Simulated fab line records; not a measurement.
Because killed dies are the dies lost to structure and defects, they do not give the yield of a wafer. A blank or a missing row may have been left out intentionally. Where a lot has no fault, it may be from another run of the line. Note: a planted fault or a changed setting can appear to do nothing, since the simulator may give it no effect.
A struck lot beside a sound one -- flow sky130 -- 43 out of 708 route steps
Sound: wafers L121.2, L121.3, L121.6. The struck wafers were L114.1, L114.3, L114.4. At the end, the cause is stated.
Order at every step that has rows: each side's tool, ch and its chambers, its first start. Under that, the readings that differ: sound wafers -- struck wafers -- difference of the means -- sigmas: that difference in standard deviations of wafers without a fault.
alike: same words and numbers on both sides, and readings whose means sit less than 2 such deviations apart. not compared: any withheld reading, any reading some wafer has no value for, any bound like >300 that may hide the same value, and any number with overlapping values for which the record gives no deviation.
The two part at a step that has a row with sigmas, a row that says differs or no value, or rows on one side only. Non-overlapping numbers with no deviation appear without sigmas and do not part them. A reading that every wafer of one side lacks parts them only if that side has two wafers or more.

first, 3 steps without rows for these wafers: SKY_FIELD_ISO_WET_ETCH_30 (etches SiO2 in dHF, target depth 25 nm, time 50 s); SKY_NWELL_CLEAN_00 (cleans in SC1/SC2, time 150 s); SKY_NWELL_OXIDATION_01 (stabilise 600 s, purge 300 s, target thk 10 nm).
SKY_NWELL_THK_MEAS_02:
  sound on film_metro-03, day 5 04:55; struck on film_metro-04, day 3 15:07
  alike: NWELL_OXIDATION_THK
then, 8 steps without rows for these wafers: SKY_DNWELL_DEHYDRATE_00 (time 60 s); SKY_DNWELL_HMDS_01 (prime time 60 s); SKY_DNWELL_COAT_02 (resist thk 3000 nm); SKY_DNWELL_SOFTBAKE_03; SKY_DNWELL_EXPOSE_04 (exposes mask DNM, target cd 3000 nm); SKY_DNWELL_PEB_05; SKY_DNWELL_DEVELOP_06 (develop time 60 s); SKY_DNWELL_IMPLANT_07.
SKY_DNWELL_STRIP_08: strips in O2/N2.
  sound on plasma_asher-02 ch 0,1, day 5 22:00; struck on plasma_asher-03 ch 0,1, day 4 07:03
reading,sound,struck,difference,sigmas
o2_flow_sccm (sccm),2993 2990 2978,3016 3000 3007,+21,+2
  alike: drypump_motor_current_A, oes_product_au, strip_time_to_endpoint_s
  not compared: rf_hours_counter_h
SKY_DNWELL_TW_MEAS_09:
  sound on film_metro-03, day 5 22:07; struck on film_metro-04, day 4 07:09
  alike: DNWELL_TW
then, 7 steps without rows for these wafers: SKY_PWDE_DEHYDRATE_00 (time 60 s); SKY_PWDE_HMDS_01 (prime time 60 s); SKY_PWDE_COAT_02 (resist thk 3000 nm); SKY_PWDE_SOFTBAKE_03; SKY_PWDE_EXPOSE_04 (exposes mask PWDEM, target cd 840 nm); SKY_PWDE_PEB_05; SKY_PWDE_DEVELOP_06 (develop time 60 s).
SKY_PWDE_OVL_MEAS_07:
  sound on overlay-01, day 6 16:49; struck on overlay-01, day 5 00:36
  alike: PWDE_OVL
following that, these wafers have no rows for 1 step: SKY_PWDE_IMPLANT_08.
SKY_PWDE_STRIP_09: strips in O2/N2.
  sound on plasma_asher-01 ch 0,1, day 6 16:59; struck on plasma_asher-04 ch 0,1, day 5 00:47
  alike: drypump_motor_current_A, o2_flow_sccm, oes_product_au, strip_time_to_endpoint_s
  not compared: rf_hours_counter_h
SKY_PWDE_TW_MEAS_10:
  sound on film_metro-04, day 6 17:06; struck on film_metro-03, day 5 00:53
reading,sound,struck,difference,sigmas
PWDE_TW,379 380 378,370 371 372,-8,-2
then, 7 steps without rows for these wafers: SKY_NWELL_DEHYDRATE_03 (time 60 s); SKY_NWELL_HMDS_04 (prime time 60 s); SKY_NWELL_COAT_05 (resist thk 3000 nm); SKY_NWELL_SOFTBAKE_06; SKY_NWELL_EXPOSE_07 (exposes mask NWM, target cd 840 nm); SKY_NWELL_PEB_08; SKY_NWELL_DEVELOP_09 (develop time 60 s).
SKY_NWELL_OVL_MEAS_10:
  sound on overlay-01, day 7 12:35; struck on overlay-01, day 5 18:26
  alike: NWELL_00_OVL
then, 3 steps without rows for these wafers: SKY_NWELL_IMPLANT_11; SKY_NWELL_IMPLANT_12; SKY_NWELL_IMPLANT_13.
SKY_NWELL_STRIP_14: strips in O2/N2.
  sound on plasma_asher-02 ch 0,1, day 7 13:04; struck on plasma_asher-02 ch 0,1, day 5 18:55
  alike: drypump_motor_current_A, o2_flow_sccm, oes_product_au, strip_time_to_endpoint_s
  not compared: rf_hours_counter_h
SKY_NWELL_TW_MEAS_15:
  sound on film_metro-01, day 7 13:11; struck on film_metro-04, day 5 19:01
  alike: NWELL_TW
then, 4 steps without rows for these wafers: SKY_NWELL_DEHYDRATE_16 (time 60 s); SKY_NWELL_HMDS_17 (prime time 60 s); SKY_NWELL_COAT_18 (resist thk 3000 nm); SKY_NWELL_SOFTBAKE_19.
-- the record jumps here: 41 days lie between the struck wafers' starts before and after (it left off in module NWELL and takes up again in module PAD_OPEN, whose first step shown is number 708 of the route) --
SKY_PAD_OPEN_PROBE_99:
  record: rows for the struck wafers here (prober-02, day 47 05:05), none for the sound ones

== WHERE THEY PART ==
First at SKY_DNWELL_STRIP_08; last, within this record, at SKY_PAD_OPEN_PROBE_99.

WHY: what had been put in by the simulator
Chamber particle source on plasma_asher-03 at SKY_DNWELL_STRIP_08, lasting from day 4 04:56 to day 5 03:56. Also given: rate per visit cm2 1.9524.
